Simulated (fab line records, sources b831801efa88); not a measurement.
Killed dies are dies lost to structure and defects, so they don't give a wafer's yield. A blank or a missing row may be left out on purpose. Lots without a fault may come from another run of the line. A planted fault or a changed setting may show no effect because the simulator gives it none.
fab line records | flow gf180mcu
record lots=7 wafers=21 last_day=34
route steps=602 shown LVPWELL@60 MVSD@66
lots that met no fault: from a run of the same line without faults
start_h: hours from the record's first day to the start of the lot's first wafer shown | wait_h: hours since the lot's step before | " the same as in the row above | L1.1+2: a row that stands for several wafers | - no value, or no start given | * or withheld: withheld | < > ~ a bound
route shown NAME@n: a module of which the file shows steps, and the number in the route of the first | usual: mean/standard deviation of fault-free wafers | same: alike in all rows | chamber/n: place in a boat | sites: the reading at each site | _std_site: their standard deviation | _edge_site: outer sites' mean less inner sites' | radius_mm: how far each site lies from the wafer's centre | mask NAME#n: copy n | behind: the tool/chamber that last shaped the wafer | hold: why the lot was held/for how many hours/how that ended | device: the transistor (n, p or np) that didn't switch | end of line: the same wafers' tests at the end of the route | a step without rows: its recipe alone | killed: dies lost to structure and defects at the first sort, not the wafer's yield | map: a wafer's dies, x killed, . not, _ none there
set.NAME: the setting as run; set.NAME@STEP: as run at that earlier step | model.NAME: the simulator's own value behind a step, which no gauge read
lots at some steps of the route; a table a step, a row a wafer
services: from which hour (start_h, from the record's first day; less than 0 if before it) a tool's chamber was out of use, for how many hours, and why
## steps
# step GF_LVPWELL_DEVELOP_06
# recipe wall_angle_deg=90 develop_time_s=60 dev_temp_c=23
# step GF_LVPWELL_OVL_MEAS_07
# usual LVPWELL_OVL=-1.0/1.7
# columns lot.wafer tool chamber start_h wait_h LVPWELL_OVL[nm]
L596.1 overlay-02 - 85.63 - -1.8
L596.4 " - " " -1.0
L596.6 " - " " -2.6
L597.2 overlay-01 - 92.04 - -2.9
L597.3 " - " " -1.0
L597.4 " - " " 0.2
L600.4 overlay-01 - 113.55 - 2.4
L600.5 " - " " 2.5
L600.6 " - " " 2.5
L601.1 overlay-01 - 118.23 - -4.1
L601.2 " - " " -3.2
L601.3 " - " " -1.7
L602.1 overlay-01 - 120.48 - 0.0
L602.2 " - " " 1.4
L602.3 " - " " 0.7
L615.1 overlay-01 - 195.68 - -1.2
L615.4 " - " " -1.5
L615.5 " - " " -0.6
L616.1 overlay-01 - 200.03 - -2.3
L616.4 " - " " -2.8
L616.5 " - " " -1.3
# step GF_LVPWELL_IMPLANT_08
# recipe species=B energy_kev=170 dose_cm2=1.5e+13 tilt_deg=0
# step GF_LVPWELL_IMPLANT_09
# recipe species=B energy_kev=60 dose_cm2=5e+12 tilt_deg=0
# step GF_LVPWELL_STRIP_10
# recipe chemistry=O2/N2 power_w=1400 pressure_mtorr=1500 platen_temp_c=250 o2_flow_sccm=3000 n2_flow_sccm=300 overash_fraction=0.5
# usual drypump_motor_current_A=5.6/0.54 heater_power_w=318/34 oes_product_au=0.723/0.0045 strip_time_to_endpoint_s=36.97/0.11
# columns lot.wafer tool chamber start_h wait_h drypump_motor_current_A heater_power_w oes_product_au rf_hours_counter_h strip_time_to_endpoint_s
L596.1 plasma_asher-04 1 85.97 0.1 4.8 333 0.728 44 36.92
L596.4 " 1 " " 4.8 332 0.728 - 37.03
L596.6 " 0 " " 5.4 295 0.719 - 37.04
L597.2 plasma_asher-04 1 92.37 0.1 4.9 326 0.723 45 37.01
L597.3 " 0 " " 5.4 295 0.724 - 36.94
L597.4 " 1 " " 4.9 321 0.726 - 37.07
L600.4 plasma_asher-02 0 113.90 0.1 5.5 282 0.723 - 37.00
L600.5 " 1 " " 5.5 305 0.719 - 37.09
L600.6 " 0 " " 5.5 285 0.724 - 36.91
L601.1 plasma_asher-03 1 118.64 0.2 6.3 332 0.727 29 37.10
L601.2 " 0 " " 6.4 389 0.726 29 36.95
L601.3 " 1 " " 6.3 325 0.718 - 37.05
L602.1 plasma_asher-02 1 120.82 0.1 5.5 294 0.729 47 36.85
L602.2 " 0 " " 5.5 272 0.729 47 36.91
L602.3 " 0 " " 5.5 283 0.723 - 36.88
L615.1 plasma_asher-04 0 196.02 0.1 5.4 289 0.716 7 36.95
L615.4 " 0 " " 5.4 285 0.715 - 36.95
L615.5 " 0 " " 5.4 284 0.718 - 36.94
L616.1 plasma_asher-03 0 200.37 0.1 6.4 385 0.718 38 36.95
L616.4 " 1 " " 6.3 330 0.720 - 36.98
L616.5 " 0 " " 6.4 393 0.722 - 36.88
# step GF_LVPWELL_TW_MEAS_11
# usual LVPWELL_TW=561/3.1
# columns lot.wafer tool chamber start_h wait_h LVPWELL_TW
L596.1 film_metro-03 - 86.07 0.1 559
L596.4 " - " " 563
L596.6 " - " " 563
L597.2 film_metro-01 - 92.48 0.1 559
L597.3 " - " " 559
L597.4 " - " " 559
L600.4 film_metro-01 - 114.00 0.1 559
L600.5 " - " " 562
L600.6 " - " " 560
L601.1 film_metro-01 - 118.90 0.2 562
L601.2 " - " " 558
L601.3 " - " " 557
L602.1 film_metro-01 - 120.92 0.1 558
L602.2 " - " " 566
L602.3 " - " " 563
L615.1 film_metro-01 - 196.12 0.1 556
L615.4 " - " " 556
L615.5 " - " " 558
L616.1 film_metro-04 - 200.47 0.1 562
L616.4 " - " " 563
L616.5 " - " " 563
# step GF_MVSD_DEHYDRATE_00
# recipe temp_c=200 time_s=60
# step GF_MVSD_HMDS_01
# recipe prime_time_s=60 prime_temp_c=120
# step GF_MVSD_COAT_02
# recipe spin_rpm=2000 resist_thk_nm=3000
# step GF_MVSD_SOFTBAKE_03
# recipe temp_c=110 time_s=withheld
# step GF_MVSD_EXPOSE_04
# recipe mask_id=MVSD target_cd_nm=1000 na=0.6 source_shape=conventional sigma_outer=0.6 dose_mj=260
# step GF_MVSD_PEB_05
# recipe temp_c=115 time_s=withheld
# step GF_MVSD_DEVELOP_06
# recipe wall_angle_deg=90 develop_time_s=60 dev_temp_c=23
# usual chill_plate_temp_C=22.99/0.11 develop_time_s=60/0 developer_temp_C=22.99/0.11
# columns lot.wafer tool chamber start_h wait_h chill_plate_temp_C develop_time_s developer_temp_C
L596.1 litho_track-04 0 99 - 23.06 60 23.00
L596.4 " 0 " " 23.10 60 22.99
L596.6 " 0 " " 23.09 60 22.90
L597.2 litho_track-02 0 106 - 23.08 60 23.10
L597.3 " 0 " " 23.06 60 22.93
L597.4 " 0 " " 23.14 60 22.85
L600.4 litho_track-04 - 128 - - - -
L600.5 " - " " - - -
L600.6 " - " " - - -
L601.1 litho_track-02 - 133 - - - -
L601.2 " - " " - - -
L601.3 " - " " - - -
L602.1 litho_track-03 - 136 - - - -
L602.2 " - " " - - -
L602.3 " - " " - - -
L615.1 litho_track-02 0 213 - 23.11 60 23.03
L615.4 " 0 " " 23.07 60 23.17
L615.5 " 0 " " 23.03 60 23.00
L616.1 litho_track-02 0 218 - 22.96 60 23.16
L616.4 " 0 " " 23.11 60 23.22
L616.5 " 0 " " 23.12 60 23.20
# step GF_MVSD_OVL_MEAS_07
# usual MVSD_OVL=0.9/1.2
# columns lot.wafer tool chamber start_h wait_h MVSD_OVL[nm]
L596.1 overlay-01 - 99.98 - 1.7
L596.4 " - " " 0.3
L596.6 " - " " 1.0
L597.2 overlay-01 - 106.44 - 2.2
L597.3 " - " " 2.9
L597.4 " - " " 2.0
L600.4 overlay-01 - 128.85 - -
L600.5 " - " " -
L600.6 " - " " -
L601.1 overlay-02 - 133.78 - -
L601.2 " - " " -
L601.3 " - " " -
L602.1 overlay-02 - 136.32 - -
L602.2 " - " " -
L602.3 " - " " -
L615.1 overlay-01 - 213.58 - -0.1
L615.4 " - " " -0.8
L615.5 " - " " 1.3
L616.1 overlay-01 - 218.18 - 0.2
L616.4 " - " " -0.8
L616.5 " - " " 0.7
## services
# columns tool chamber start_h hours kind
plasma_asher-04 - 70.71 0.7 repair
plasma_asher-04 - 96.98 24.5 repair
plasma_asher-04 - 121.50 9.0 pm
plasma_asher-04 0 121.50 9.0 vent_cycle
plasma_asher-04 1 121.50 9.0 vent_cycle
plasma_asher-04 0 130.50 - clean
plasma_asher-04 1 130.50 - clean
## key
first_sign step=GF_MVSD_DEVELOP_06 reading=tool_record direction=missing
effect none on later readings
met_at GF_MVSD_DEVELOP_06
struck_wafers L600.4,L600.5,L600.6,L601.1,L601.2,L601.3,L602.1,L602.2,L602.3
sort_left_out L600.4,L600.5,L600.6,L601.1,L601.2,L601.3,L602.1,L602.2,L602.3
tester_left_out L600,L601,L602
onset_between 106 128
fault kind=skipped_step_whole tool=litho_track-02,litho_track-03,litho_track-04 chamber=- onset_h=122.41 steps=GF_MVSD_DEVELOP_06 scope=struck_lots_only
# tester_left_out: of these lots the tester's yield and bins aren't shown, on N5 and GAA mostly nor the transistor test; their killed dies are dies lost to structure and defects alone, not to doping, threshold or leakage, so they don't give the yield
# sort_left_out: the simulated sort isn't trusted on such a fault, so these wafers' sort isn't shown, and their yield isn't known
